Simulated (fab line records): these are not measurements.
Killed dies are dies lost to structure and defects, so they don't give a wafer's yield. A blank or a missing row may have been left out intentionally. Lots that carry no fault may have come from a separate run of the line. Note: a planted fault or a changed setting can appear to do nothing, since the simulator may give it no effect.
fab line records / flow sky130
record: lots: 7 wafers: 21 lastDay: 48
route steps=708 shown FIELD_ISO@1
lots untouched by any fault: they come from a run of this same line in which no faults occurred
startH: hours from the record's first day to the start of the lot's first wafer shown / waitH: how many hours have passed since the lot's step before this one / " identical to the entry in the row above / L1.1+2: several wafers, shown together as one row / - either no value or no given start / * or withheld: withheld / < > ~ a bound
route shown NAME@n: a module of which the file shows steps, and the number in the route of the first / usual: mean/standard deviation taken from wafers without a fault / same: alike in all rows / chamber/n: place in a boat / sites: readings site by site / _std_site: standard deviation across them / _edge_site: the outer-site mean with the inner-site mean subtracted / radiusMm: for every site, how far away it sits from the centre of the wafer / mask NAME#n: copy n / behind: tool/chamber where the wafer was last shaped / hold: what put the lot on hold/how long, in hours/how the hold closed / device: which transistor (n, p or np) failed to switch / end of line: the route-end tests of the same wafers / step lacking rows: just its recipe / killed: at the first sort, the dies lost to defects and structure; wafer yield is something else / map: the dies of a wafer, with x for killed, . for not killed, _ for no die there
set.NAME: setting as actually run; set.NAME@STEP: the setting as run at that earlier step / model.NAME: the simulator's own value behind a step, which no gauge read
certain route steps with their lots: each step a table, each wafer a row
services: a tool's chamber out of use, with start hour (startH, from the record's first day; less than 0 if before it), hours out, and reason
== steps ==
step: SKY_FIELD_ISO_BOW_MEAS_00
recipe: mode: bow
usual: INCOMING_BOW: 0/6.4
lot.wafer=L625.2 tool=filmMetro-02 chamber=- startH=20.02 waitH=- INCOMING_BOW[um]=-1
lot.wafer=L625.5 tool=filmMetro-02 chamber=- startH=20.02 waitH=- INCOMING_BOW[um]=5
lot.wafer=L625.6 tool=filmMetro-02 chamber=- startH=20.02 waitH=- INCOMING_BOW[um]=-5
lot.wafer=L629.1 tool=filmMetro-02 chamber=- startH=40.00 waitH=- INCOMING_BOW[um]=11
lot.wafer=L629.4 tool=filmMetro-02 chamber=- startH=40.00 waitH=- INCOMING_BOW[um]=0
lot.wafer=L629.5 tool=filmMetro-02 chamber=- startH=40.00 waitH=- INCOMING_BOW[um]=3
lot.wafer=L632.1 tool=filmMetro-04 chamber=- startH=55.00 waitH=- INCOMING_BOW[um]=-5
lot.wafer=L632.2 tool=filmMetro-04 chamber=- startH=55.00 waitH=- INCOMING_BOW[um]=11
lot.wafer=L632.5 tool=filmMetro-04 chamber=- startH=55.00 waitH=- INCOMING_BOW[um]=-1
lot.wafer=L634.3 tool=filmMetro-03 chamber=- startH=65.04 waitH=- INCOMING_BOW[um]=3
lot.wafer=L634.4 tool=filmMetro-03 chamber=- startH=65.04 waitH=- INCOMING_BOW[um]=0
lot.wafer=L634.6 tool=filmMetro-03 chamber=- startH=65.04 waitH=- INCOMING_BOW[um]=3
lot.wafer=L638.2 tool=filmMetro-04 chamber=- startH=85.02 waitH=- INCOMING_BOW[um]=-4
lot.wafer=L638.3 tool=filmMetro-04 chamber=- startH=85.02 waitH=- INCOMING_BOW[um]=8
lot.wafer=L638.5 tool=filmMetro-04 chamber=- startH=85.02 waitH=- INCOMING_BOW[um]=10
lot.wafer=L639.2 tool=filmMetro-04 chamber=- startH=90.02 waitH=- INCOMING_BOW[um]=8
lot.wafer=L639.4 tool=filmMetro-04 chamber=- startH=90.02 waitH=- INCOMING_BOW[um]=-2
lot.wafer=L639.5 tool=filmMetro-04 chamber=- startH=90.02 waitH=- INCOMING_BOW[um]=-4
lot.wafer=L640.2 tool=filmMetro-02 chamber=- startH=95.02 waitH=- INCOMING_BOW[um]=3
lot.wafer=L640.5 tool=filmMetro-02 chamber=- startH=95.02 waitH=- INCOMING_BOW[um]=0
lot.wafer=L640.6 tool=filmMetro-02 chamber=- startH=95.02 waitH=- INCOMING_BOW[um]=3
step: SKY_FIELD_ISO_OXIDATION_01
recipe: tempC: 900 ambient: O2 stabiliseS: 600 purgeS: 300 targetThkA: 120 oxTimeS: 1843
step: SKY_FIELD_ISO_THK_MEAS_02
recipe: reads: SiO2_of_FIELD_ISO_OXIDATION_01
usual: FIELD_ISO_OXIDATION_00_THK: 12.09/0.25
lot.wafer=L625.2 tool=filmMetro-04 chamber=- startH=21.64 waitH=0.0 FIELD_ISO_OXIDATION_00_THK[nm]=12.13
lot.wafer=L625.5 tool=filmMetro-04 chamber=- startH=21.64 waitH=0.0 FIELD_ISO_OXIDATION_00_THK[nm]=12.03
lot.wafer=L625.6 tool=filmMetro-04 chamber=- startH=21.64 waitH=0.0 FIELD_ISO_OXIDATION_00_THK[nm]=12.06
lot.wafer=L629.1 tool=filmMetro-03 chamber=- startH=43.73 waitH=0.0 FIELD_ISO_OXIDATION_00_THK[nm]=12.62
lot.wafer=L629.4 tool=filmMetro-03 chamber=- startH=43.73 waitH=0.0 FIELD_ISO_OXIDATION_00_THK[nm]=12.50
lot.wafer=L629.5 tool=filmMetro-03 chamber=- startH=43.73 waitH=0.0 FIELD_ISO_OXIDATION_00_THK[nm]=12.53
lot.wafer=L632.1 tool=filmMetro-03 chamber=- startH=57.38 waitH=0.0 FIELD_ISO_OXIDATION_00_THK[nm]=11.88
lot.wafer=L632.2 tool=filmMetro-03 chamber=- startH=57.38 waitH=0.0 FIELD_ISO_OXIDATION_00_THK[nm]=11.78
lot.wafer=L632.5 tool=filmMetro-03 chamber=- startH=57.38 waitH=0.0 FIELD_ISO_OXIDATION_00_THK[nm]=12.03
lot.wafer=L634.3 tool=filmMetro-02 chamber=- startH=67.85 waitH=0.0 FIELD_ISO_OXIDATION_00_THK[nm]=12.16
lot.wafer=L634.4 tool=filmMetro-02 chamber=- startH=67.85 waitH=0.0 FIELD_ISO_OXIDATION_00_THK[nm]=12.34
lot.wafer=L634.6 tool=filmMetro-02 chamber=- startH=67.85 waitH=0.0 FIELD_ISO_OXIDATION_00_THK[nm]=12.30
lot.wafer=L638.2 tool=filmMetro-03 chamber=- startH=86.64 waitH=0.0 FIELD_ISO_OXIDATION_00_THK[nm]=11.98
lot.wafer=L638.3 tool=filmMetro-03 chamber=- startH=86.64 waitH=0.0 FIELD_ISO_OXIDATION_00_THK[nm]=11.80
lot.wafer=L638.5 tool=filmMetro-03 chamber=- startH=86.64 waitH=0.0 FIELD_ISO_OXIDATION_00_THK[nm]=11.88
lot.wafer=L639.2 tool=filmMetro-04 chamber=- startH=91.64 waitH=0.0 FIELD_ISO_OXIDATION_00_THK[nm]=11.77
lot.wafer=L639.4 tool=filmMetro-04 chamber=- startH=91.64 waitH=0.0 FIELD_ISO_OXIDATION_00_THK[nm]=11.97
lot.wafer=L639.5 tool=filmMetro-04 chamber=- startH=91.64 waitH=0.0 FIELD_ISO_OXIDATION_00_THK[nm]=11.82
lot.wafer=L640.2 tool=filmMetro-03 chamber=- startH=97.62 waitH=0.0 FIELD_ISO_OXIDATION_00_THK[nm]=11.89
lot.wafer=L640.5 tool=filmMetro-03 chamber=- startH=97.62 waitH=0.0 FIELD_ISO_OXIDATION_00_THK[nm]=11.66
lot.wafer=L640.6 tool=filmMetro-03 chamber=- startH=97.62 waitH=0.0 FIELD_ISO_OXIDATION_00_THK[nm]=11.70
step: SKY_FIELD_ISO_CVD_03
recipe: material: Si3N4 precursor: DCS/NH3 targetThkNm: 165 tempC: 770 timeS: 2830 pressureMtorr: 250
step: SKY_FIELD_ISO_THK_MEAS_04
recipe: reads: Si3N4_of_FIELD_ISO_CVD_03
usual: FIELD_ISO_CVD_03_THK: 164.5/1.5
lot.wafer=L625.2 tool=filmMetro-04 chamber=- startH=25.75 waitH=0.0 FIELD_ISO_CVD_03_THK[nm]=162.7
lot.wafer=L625.5 tool=filmMetro-04 chamber=- startH=25.75 waitH=0.0 FIELD_ISO_CVD_03_THK[nm]=162.9
lot.wafer=L625.6 tool=filmMetro-04 chamber=- startH=25.75 waitH=0.0 FIELD_ISO_CVD_03_THK[nm]=163.5
lot.wafer=L629.1 tool=filmMetro-03 chamber=- startH=45.57 waitH=0.0 FIELD_ISO_CVD_03_THK[nm]=165.6
lot.wafer=L629.4 tool=filmMetro-03 chamber=- startH=45.57 waitH=0.0 FIELD_ISO_CVD_03_THK[nm]=163.7
lot.wafer=L629.5 tool=filmMetro-03 chamber=- startH=45.57 waitH=0.0 FIELD_ISO_CVD_03_THK[nm]=165.9
lot.wafer=L632.1 tool=filmMetro-03 chamber=- startH=59.23 waitH=0.0 FIELD_ISO_CVD_03_THK[nm]=165.6
lot.wafer=L632.2 tool=filmMetro-03 chamber=- startH=59.23 waitH=0.0 FIELD_ISO_CVD_03_THK[nm]=164.3
lot.wafer=L632.5 tool=filmMetro-03 chamber=- startH=59.23 waitH=0.0 FIELD_ISO_CVD_03_THK[nm]=165.0
lot.wafer=L634.3 tool=filmMetro-03 chamber=- startH=69.75 waitH=0.0 FIELD_ISO_CVD_03_THK[nm]=164.8
lot.wafer=L634.4 tool=filmMetro-03 chamber=- startH=69.75 waitH=0.0 FIELD_ISO_CVD_03_THK[nm]=165.8
lot.wafer=L634.6 tool=filmMetro-03 chamber=- startH=69.75 waitH=0.0 FIELD_ISO_CVD_03_THK[nm]=165.9
lot.wafer=L638.2 tool=filmMetro-03 chamber=- startH=88.86 waitH=0.0 FIELD_ISO_CVD_03_THK[nm]=164.5
lot.wafer=L638.3 tool=filmMetro-03 chamber=- startH=88.86 waitH=0.0 FIELD_ISO_CVD_03_THK[nm]=163.2
lot.wafer=L638.5 tool=filmMetro-03 chamber=- startH=88.86 waitH=0.0 FIELD_ISO_CVD_03_THK[nm]=165.2
lot.wafer=L639.2 tool=filmMetro-03 chamber=- startH=93.49 waitH=0.0 FIELD_ISO_CVD_03_THK[nm]=163.8
lot.wafer=L639.4 tool=filmMetro-03 chamber=- startH=93.49 waitH=0.0 FIELD_ISO_CVD_03_THK[nm]=165.2
lot.wafer=L639.5 tool=filmMetro-03 chamber=- startH=93.49 waitH=0.0 FIELD_ISO_CVD_03_THK[nm]=164.7
lot.wafer=L640.2 tool=filmMetro-02 chamber=- startH=99.46 waitH=0.0 FIELD_ISO_CVD_03_THK[nm]=162.6
lot.wafer=L640.5 tool=filmMetro-02 chamber=- startH=99.46 waitH=0.0 FIELD_ISO_CVD_03_THK[nm]=164.2
lot.wafer=L640.6 tool=filmMetro-02 chamber=- startH=99.46 waitH=0.0 FIELD_ISO_CVD_03_THK[nm]=164.2
step: SKY_FIELD_ISO_DEHYDRATE_05
recipe: tempC: 200 timeS: 60
step: SKY_FIELD_ISO_HMDS_06
recipe: primeTimeS: 60 primeTempC: 120
step: SKY_FIELD_ISO_COAT_07
recipe: resist: BARC tempC: withheld timeS: withheld spinRpm: 3000 resistThkNm: 60
step: SKY_FIELD_ISO_COAT_08
recipe: resist: KrF-thick spinRpm: 3000 resistThkNm: 450
step: SKY_FIELD_ISO_SOFTBAKE_09
recipe: tempC: 100 timeS: 90 resist: KrF-thick
step: SKY_FIELD_ISO_EXPOSE_10
recipe: maskId: FOM na: 0.68 sourceShape: annular sigmaInner: 0.4 sigmaOuter: 0.8 targetCdNm: 150 doseMj: 28
usual: exposureDoseMJCm2: 28.004/0.029 focusOffsetNm: 0.0/0.54 na: 0.68/0 reticleTempC: 23.01/0.094
lot.wafer=L625.2 tool=krfScanner-01 chamber=0 startH=33.63 waitH=- mask=FOM#0 exposureDoseMJCm2=27.979 focusOffsetNm=0.0 na=0.68 reticleTempC=23.03
lot.wafer=L625.5 tool=krfScanner-01 chamber=0 startH=33.63 waitH=- mask=FOM#0 exposureDoseMJCm2=27.991 focusOffsetNm=-0.3 na=0.68 reticleTempC=22.94
lot.wafer=L625.6 tool=krfScanner-01 chamber=0 startH=33.63 waitH=- mask=FOM#0 exposureDoseMJCm2=27.964 focusOffsetNm=0.1 na=0.68 reticleTempC=22.93
lot.wafer=L629.1 tool=krfScanner-02 chamber=0 startH=53.58 waitH=- mask=FOM#0 exposureDoseMJCm2=28.009 focusOffsetNm=-0.3 na=0.68 reticleTempC=23.13
lot.wafer=L629.4 tool=krfScanner-02 chamber=0 startH=53.58 waitH=- mask=FOM#0 exposureDoseMJCm2=28.025 focusOffsetNm=-0.7 na=0.68 reticleTempC=23.10
lot.wafer=L629.5 tool=krfScanner-02 chamber=0 startH=53.58 waitH=- mask=FOM#0 exposureDoseMJCm2=28.015 focusOffsetNm=0.6 na=0.68 reticleTempC=23.12
lot.wafer=L632.1 tool=krfScanner-02 chamber=0 startH=67.49 waitH=- mask=FOM#0 exposureDoseMJCm2=27.998 focusOffsetNm=-0.9 na=0.68 reticleTempC=23.04
lot.wafer=L632.2 tool=krfScanner-02 chamber=0 startH=67.49 waitH=- mask=FOM#0 exposureDoseMJCm2=27.939 focusOffsetNm=0.0 na=0.68 reticleTempC=22.89
lot.wafer=L632.5 tool=krfScanner-02 chamber=0 startH=67.49 waitH=- mask=FOM#0 exposureDoseMJCm2=28.083 focusOffsetNm=0.5 na=0.68 reticleTempC=23.02
lot.wafer=L634.3 tool=krfScanner-02 chamber=0 startH=78.49 waitH=- mask=FOM#0 exposureDoseMJCm2=27.977 focusOffsetNm=0.0 na=0.68 reticleTempC=22.87
lot.wafer=L634.4 tool=krfScanner-02 chamber=0 startH=78.49 waitH=- mask=FOM#0 exposureDoseMJCm2=27.961 focusOffsetNm=-0.3 na=0.68 reticleTempC=22.85
lot.wafer=L634.6 tool=krfScanner-02 chamber=0 startH=78.49 waitH=- mask=FOM#0 exposureDoseMJCm2=27.986 focusOffsetNm=-0.4 na=0.68 reticleTempC=22.96
lot.wafer=L638.2 tool=krfScanner-01 chamber=- startH=98.13 waitH=- mask=FOM#0 exposureDoseMJCm2=- focusOffsetNm=- na=- reticleTempC=-
lot.wafer=L638.3 tool=krfScanner-01 chamber=- startH=98.13 waitH=- mask=FOM#0 exposureDoseMJCm2=- focusOffsetNm=- na=- reticleTempC=-
lot.wafer=L638.5 tool=krfScanner-01 chamber=- startH=98.13 waitH=- mask=FOM#0 exposureDoseMJCm2=- focusOffsetNm=- na=- reticleTempC=-
lot.wafer=L639.2 tool=krfScanner-01 chamber=- startH=102.40 waitH=- mask=FOM#0 exposureDoseMJCm2=- focusOffsetNm=- na=- reticleTempC=-
lot.wafer=L639.4 tool=krfScanner-01 chamber=- startH=102.40 waitH=- mask=FOM#0 exposureDoseMJCm2=- focusOffsetNm=- na=- reticleTempC=-
lot.wafer=L639.5 tool=krfScanner-01 chamber=- startH=102.40 waitH=- mask=FOM#0 exposureDoseMJCm2=- focusOffsetNm=- na=- reticleTempC=-
lot.wafer=L640.2 tool=krfScanner-01 chamber=- startH=108.70 waitH=- mask=FOM#0 exposureDoseMJCm2=- focusOffsetNm=- na=- reticleTempC=-
lot.wafer=L640.5 tool=krfScanner-01 chamber=- startH=108.70 waitH=- mask=FOM#0 exposureDoseMJCm2=- focusOffsetNm=- na=- reticleTempC=-
lot.wafer=L640.6 tool=krfScanner-01 chamber=- startH=108.70 waitH=- mask=FOM#0 exposureDoseMJCm2=- focusOffsetNm=- na=- reticleTempC=-
step: SKY_FIELD_ISO_PEB_11
recipe: pebTempC: withheld pebTimeS: withheld resist: KrF-thick
== services ==
tool=krfScanner-02 chamber=- startH=11.68 hours=0.8 kind=pm
tool=krfScanner-01 chamber=- startH=16.20 hours=0.8 kind=pm
tool=krfScanner-02 chamber=- startH=29.40 hours=1.0 kind=pm
tool=krfScanner-01 chamber=- startH=67.33 hours=4.4 kind=pm
== key ==
firstSign: step: SKY_FIELD_ISO_EXPOSE_10 reading: toolRecord direction: missing
effect none on later readings
metAt SKY_FIELD_ISO_EXPOSE_10
struckWafers L638.2,L638.3,L638.5,L639.2,L639.4,L639.5,L640.2,L640.5,L640.6
laterRowsLeftOut L638.2,L638.3,L638.5,L639.2,L639.4,L639.5,L640.2,L640.5,L640.6
sortLeftOut L638.2,L638.3,L638.5,L639.2,L639.4,L639.5,L640.2,L640.5,L640.6
testerLeftOut L638,L639,L640
onsetBetween 33.63 98.13
fault: kind: skippedStepWhole tool: krfScanner-01 chamber: - onsetH: 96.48 steps: SKY_FIELD_ISO_EXPOSE_10 scope: struckLotsOnly
testerLeftOut: of these lots the tester's yield and bins aren't shown, on N5 and GAA mostly nor the transistor test; their killed dies are dies lost to structure and defects alone, not to doping, threshold or leakage, so they don't give the yield
sortLeftOut: the simulated sort isn't trusted on such a fault, so these wafers' sort isn't shown, and their yield isn't known
laterRowsLeftOut: the simulator's readings of these wafers behind a module that went badly wrong aren't trusted and aren't shown, but for the sort
